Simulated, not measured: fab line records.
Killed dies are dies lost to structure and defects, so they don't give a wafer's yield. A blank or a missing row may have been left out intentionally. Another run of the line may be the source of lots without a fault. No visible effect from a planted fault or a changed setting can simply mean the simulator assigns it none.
Check for tools in common || flow sky130 || 9 lots, 33 wafers sampled

== REASON IT WAS OPENED ==
SKY_METAL2_RS_MEAS_05, reading METAL2_ALCU_RS: flagged on 2 of 9 lots. No-fault wafers: 0.1269 ohm/sq, standard deviation 0.0014.
Rule: flag the lot when none of its wafers has a number, or when each of its wafers that has one lies beyond 4 standard deviations from that mean. The other lots count as sound.

{"lot": "L777", "measured": "day 35 22:00", "on": "filmMetro-03", "METAL2_ALCU_RS (ohm/sq), wafer by wafer": "0.1261 0.1251 0.1257", "flag": ""}
{"lot": "L779", "measured": "day 35 22:43", "on": "filmMetro-02", "METAL2_ALCU_RS (ohm/sq), wafer by wafer": "0.1290 0.1283 0.1286", "flag": ""}
{"lot": "L784", "measured": "day 36 23:25", "on": "filmMetro-02", "METAL2_ALCU_RS (ohm/sq), wafer by wafer": "0.1249 0.1277 0.1287", "flag": ""}
{"lot": "L785", "measured": "day 38 02:52", "on": "filmMetro-04", "METAL2_ALCU_RS (ohm/sq), wafer by wafer": "0.1260 0.1271 0.1283", "flag": ""}
{"lot": "L787", "measured": "day 38 07:13", "on": "filmMetro-03", "METAL2_ALCU_RS (ohm/sq), wafer by wafer": "0.1748 0.1771 0.1758 0.1747 0.1771 0.1760", "flag": "FLAGGED"}
{"lot": "L789", "measured": "day 39 05:12", "on": "filmMetro-02", "METAL2_ALCU_RS (ohm/sq), wafer by wafer": "0.1745 0.1742 0.1717 0.1751 0.1745 0.1715", "flag": "FLAGGED"}
{"lot": "L793", "measured": "day 39 06:14", "on": "filmMetro-04", "METAL2_ALCU_RS (ohm/sq), wafer by wafer": "0.1251 0.1267 0.1258", "flag": ""}
{"lot": "L797", "measured": "day 40 14:49", "on": "filmMetro-02", "METAL2_ALCU_RS (ohm/sq), wafer by wafer": "0.1278 0.1263 0.1263", "flag": ""}
{"lot": "L795", "measured": "day 40 15:13", "on": "filmMetro-02", "METAL2_ALCU_RS (ohm/sq), wafer by wafer": "0.1275 0.1288 0.1293", "flag": ""}
On average the flagged lots' numbers are 0.1747 ohm/sq, which is +0.0478 ohm/sq against the usual, or +34 standard deviations.

== WHICH TOOL RAN EACH LOT ==
The record holds 3 process steps before the reading, out of a route of 708 steps. In each cell: the tool, then ch and the chambers that the sampled wafers went through, then the start.
{"lot": "L777", "flag": "", "SKY_VIA1_ETCH_14": "rieDiel-03 ch 0,2,3, day 35 20:31", "SKY_METAL2_SPUTTER_02": "pvdSputter-04, day 35 21:53", "SKY_METAL2_SPUTTER_03": "pvdSputter-04, day 35 21:55"}
{"lot": "L779", "flag": "", "SKY_VIA1_ETCH_14": "rieDiel-04 ch 2,3, day 35 21:14", "SKY_METAL2_SPUTTER_02": "pvdSputter-04, day 35 22:36", "SKY_METAL2_SPUTTER_03": "pvdSputter-04, day 35 22:37"}
{"lot": "L784", "flag": "", "SKY_VIA1_ETCH_14": "rieDiel-03 ch 2,3, day 36 21:58", "SKY_METAL2_SPUTTER_02": "pvdSputter-02, day 36 23:20", "SKY_METAL2_SPUTTER_03": "pvdSputter-02, day 36 23:21"}
{"lot": "L785", "flag": "", "SKY_VIA1_ETCH_14": "rieDiel-03 ch 0,2, day 38 01:20", "SKY_METAL2_SPUTTER_02": "pvdSputter-04, day 38 02:47", "SKY_METAL2_SPUTTER_03": "pvdSputter-04, day 38 02:48"}
{"lot": "L787", "flag": "FLAGGED", "SKY_VIA1_ETCH_14": "rieDiel-03 ch 0,3, day 38 05:38", "SKY_METAL2_SPUTTER_02": "pvdSputter-04, day 38 07:08", "SKY_METAL2_SPUTTER_03": "pvdSputter-04, day 38 07:10"}
{"lot": "L789", "flag": "FLAGGED", "SKY_VIA1_ETCH_14": "rieDiel-04 ch 0,2, day 39 02:55", "SKY_METAL2_SPUTTER_02": "pvdSputter-04, day 39 05:07", "SKY_METAL2_SPUTTER_03": "pvdSputter-04, day 39 05:08"}
{"lot": "L793", "flag": "", "SKY_VIA1_ETCH_14": "rieDiel-04 ch 1,2,3, day 39 04:47", "SKY_METAL2_SPUTTER_02": "pvdSputter-01, day 39 06:09", "SKY_METAL2_SPUTTER_03": "pvdSputter-01, day 39 06:10"}
{"lot": "L797", "flag": "", "SKY_VIA1_ETCH_14": "rieDiel-03 ch 1,2, day 40 11:38", "SKY_METAL2_SPUTTER_02": "pvdSputter-01, day 40 14:40", "SKY_METAL2_SPUTTER_03": "pvdSputter-01, day 40 14:42"}
{"lot": "L795", "flag": "", "SKY_VIA1_ETCH_14": "rieDiel-03 ch 1,2, day 40 12:25", "SKY_METAL2_SPUTTER_02": "pvdSputter-01, day 40 15:06", "SKY_METAL2_SPUTTER_03": "pvdSputter-01, day 40 15:08"}
What these steps do:
- SKY_VIA1_ETCH_14: etches BARC in N2/H2, stops on SiO2, time 45.9 s, target depth 60 nm.
- SKY_METAL2_SPUTTER_02: material AlCu, target thk 250 nm, time 13.3 s.
- SKY_METAL2_SPUTTER_03: material Ti, target thk 5 nm, time 3.3 s.
- SKY_METAL2_RS_MEAS_05: measures by four-point-probe.

== FLAGGED AGAINST TOTAL, ONE TOOL AT A TIME (gauges that did the reading follow at the end) ==
{"step": "SKY_VIA1_ETCH_14", "tool": "rieDiel-03", "lots run": 6, "flagged": 1, "share of the flagged lots": "some", "sound lots run after its first flagged lot": "2 (L797,L795)"}
{"step": "SKY_VIA1_ETCH_14", "tool": "rieDiel-04", "lots run": 3, "flagged": 1, "share of the flagged lots": "some", "sound lots run after its first flagged lot": "1 (L793)"}
{"step": "SKY_METAL2_SPUTTER_02", "tool": "pvdSputter-01", "lots run": 3, "flagged": 0, "share of the flagged lots": "none", "sound lots run after its first flagged lot": "-"}
{"step": "SKY_METAL2_SPUTTER_02", "tool": "pvdSputter-02", "lots run": 1, "flagged": 0, "share of the flagged lots": "none", "sound lots run after its first flagged lot": "-"}
{"step": "SKY_METAL2_SPUTTER_02", "tool": "pvdSputter-04", "lots run": 5, "flagged": 2, "share of the flagged lots": "all", "sound lots run after its first flagged lot": 0}
{"step": "SKY_METAL2_SPUTTER_03", "tool": "pvdSputter-01", "lots run": 3, "flagged": 0, "share of the flagged lots": "none", "sound lots run after its first flagged lot": "-"}
{"step": "SKY_METAL2_SPUTTER_03", "tool": "pvdSputter-02", "lots run": 1, "flagged": 0, "share of the flagged lots": "none", "sound lots run after its first flagged lot": "-"}
{"step": "SKY_METAL2_SPUTTER_03", "tool": "pvdSputter-04", "lots run": 5, "flagged": 2, "share of the flagged lots": "all", "sound lots run after its first flagged lot": 0}
{"step": "SKY_METAL2_RS_MEAS_05", "tool": "filmMetro-02", "lots run": 5, "flagged": 1, "share of the flagged lots": "some", "sound lots run after its first flagged lot": "2 (L797,L795)"}
{"step": "SKY_METAL2_RS_MEAS_05", "tool": "filmMetro-03", "lots run": 2, "flagged": 1, "share of the flagged lots": "some", "sound lots run after its first flagged lot": 0}
{"step": "SKY_METAL2_RS_MEAS_05", "tool": "filmMetro-04", "lots run": 2, "flagged": 0, "share of the flagged lots": "none", "sound lots run after its first flagged lot": "-"}

== WHAT THE TABLE ALLOWS ==
Every flagged lot went through 2 rows of the table: pvdSputter-04 at SKY_METAL2_SPUTTER_02 and pvdSputter-04 at SKY_METAL2_SPUTTER_03.
- pvdSputter-04 at SKY_METAL2_SPUTTER_02: 2 of its 5 lots flagged. It ran its last sound lot, L785, at day 38 02:47 and its first flagged lot, L787, at day 38 07:08: a fault with its onset between the two fits.
- pvdSputter-04 at SKY_METAL2_SPUTTER_03: 2 of its 5 lots flagged. It ran its last sound lot, L785, at day 38 02:48 and its first flagged lot, L787, at day 38 07:10: a fault with its onset between the two fits.
Just one tool remains: pvdSputter-04 at SKY_METAL2_SPUTTER_02 and SKY_METAL2_SPUTTER_03.

== WHAT HAD BEEN PUT IN BY THE SIMULATOR ==
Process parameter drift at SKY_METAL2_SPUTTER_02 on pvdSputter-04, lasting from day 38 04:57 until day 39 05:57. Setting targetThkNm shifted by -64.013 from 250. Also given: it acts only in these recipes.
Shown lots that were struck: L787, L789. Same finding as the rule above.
